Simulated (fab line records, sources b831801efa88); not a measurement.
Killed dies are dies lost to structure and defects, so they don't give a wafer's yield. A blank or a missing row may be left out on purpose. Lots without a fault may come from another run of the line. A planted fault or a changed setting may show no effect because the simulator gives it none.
A struck lot beside a sound one | flow gf180mcu | 20 steps out of a route of 602
Sound: wafers L366.3, L366.4, L366.6. Struck: wafers L373.1, L373.4, L373.6. The cause comes at the end.
At each step with rows: each side's tool, then ch and its chambers, then its first start. Under that, the readings that differ: sound wafers | struck wafers | difference of the means | sigmas: that difference in standard deviations of wafers without a fault.
alike: readings whose means differ by less than 2 such deviations, and words and numbers that are the same on both sides. not compared: withheld readings, readings that some wafer has no value for, bounds like >300 that may hide the same value, and numbers for which the record gives no deviation and whose values overlap.
The two part at a step that has a row with sigmas, a row that says differs or no value, or rows on one side only. Numbers that don't overlap but have no deviation are shown without sigmas and don't part them. A reading that every wafer of one side lacks parts them only if that side has two wafers or more.

GF_VT_IMPLANT_RTA_45: time 30 s.
  sound on rtp_anneal-01 ch 0, day 10 16:41; struck on rtp_anneal-01 ch 0, day 12 13:19
  alike: lamp_power_pct, wafer_temp_C_max
GF_VT_IMPLANT_RS_MEAS_46: measures by four-point-probe.
  sound on film_metro-01, day 10 16:47; struck on film_metro-02, day 12 13:25
  alike: MVSD_RS
GF_VT_IMPLANT_RS_MEAS_47: measures by four-point-probe.
  sound on film_metro-01, day 10 16:55; struck on film_metro-02, day 12 13:32
  reading           | sound             | struck            | difference | sigmas
  NWELL_RS (ohm/sq) | 487.1 486.8 486.5 | 490.4 490.1 490.0 | +3.4       | +2
GF_VT_IMPLANT_RS_MEAS_48: measures by four-point-probe.
  sound on film_metro-01, day 10 17:02; struck on film_metro-02, day 12 13:39
  alike: LVPWELL_RS
GF_VT_IMPLANT_RS_MEAS_49: measures by four-point-probe.
  sound on film_metro-01, day 10 17:09; struck on film_metro-02, day 12 13:46
  alike: MVPSD_RS
then, 4 steps without rows for these wafers: GF_VT_IMPLANT_WET_ETCH_50 (etches SiO2 in dHF, target depth 20 nm, time 400 s); GF_DUAL_GATE_CLEAN_00 (cleans in SC1/SC2, time 150 s); GF_DUAL_GATE_CLEAN_01 (cleans in dHF, time 20 s); GF_DUAL_GATE_OXIDATION_02 (stabilise 600 s, purge 300 s, target thk 10.887 nm).
GF_DUAL_GATE_THK_MEAS_03:
  sound on film_metro-01, day 10 18:56; struck on film_metro-04, day 12 15:31
  alike: DUAL_GATE_OXIDATION_00_THK
then, 2 steps without rows for these wafers: GF_DUAL_GATE_DEHYDRATE_04 (time 60 s); GF_DUAL_GATE_HMDS_05 (prime time 60 s).
GF_DUAL_GATE_COAT_06: resist thk 1000 nm.
  sound on litho_track-04 ch 0, day 11 03:34; struck on litho_track-01, day 13 00:29
  no value came back on the struck wafers for chill_plate_temp_C (C), dispense_pressure_kPa (kPa), spin_speed_rpm (rpm); on the sound wafers chill_plate_temp_C (C) reads 23.07 23.16 23.17
then, 4 steps without rows for these wafers: GF_DUAL_GATE_SOFTBAKE_07 (time 60 s); GF_DUAL_GATE_EXPOSE_08 (exposes mask Dualgate, target cd 700 nm); GF_DUAL_GATE_PEB_09; GF_DUAL_GATE_DEVELOP_10 (develop time 60 s).
GF_DUAL_GATE_OVL_MEAS_11:
  sound on overlay-02, day 11 13:03; struck on overlay-02, day 13 10:31
  reading            | sound       | struck | difference                    | sigmas
  DUAL_GATE_OVL (nm) | 0.4 0.1 1.6 | - - -  | no value on the struck wafers |
then, 2 steps without rows for these wafers: GF_DUAL_GATE_WET_ETCH_12 (etches SiO2 in dHF, target depth 13 nm, time 260 s); GF_PASSIVATION_PROBE_99.

WHERE THEY PART
First at GF_VT_IMPLANT_RS_MEAS_47; last, within this record, at GF_DUAL_GATE_OVL_MEAS_11.

WHY: what the simulator had put in
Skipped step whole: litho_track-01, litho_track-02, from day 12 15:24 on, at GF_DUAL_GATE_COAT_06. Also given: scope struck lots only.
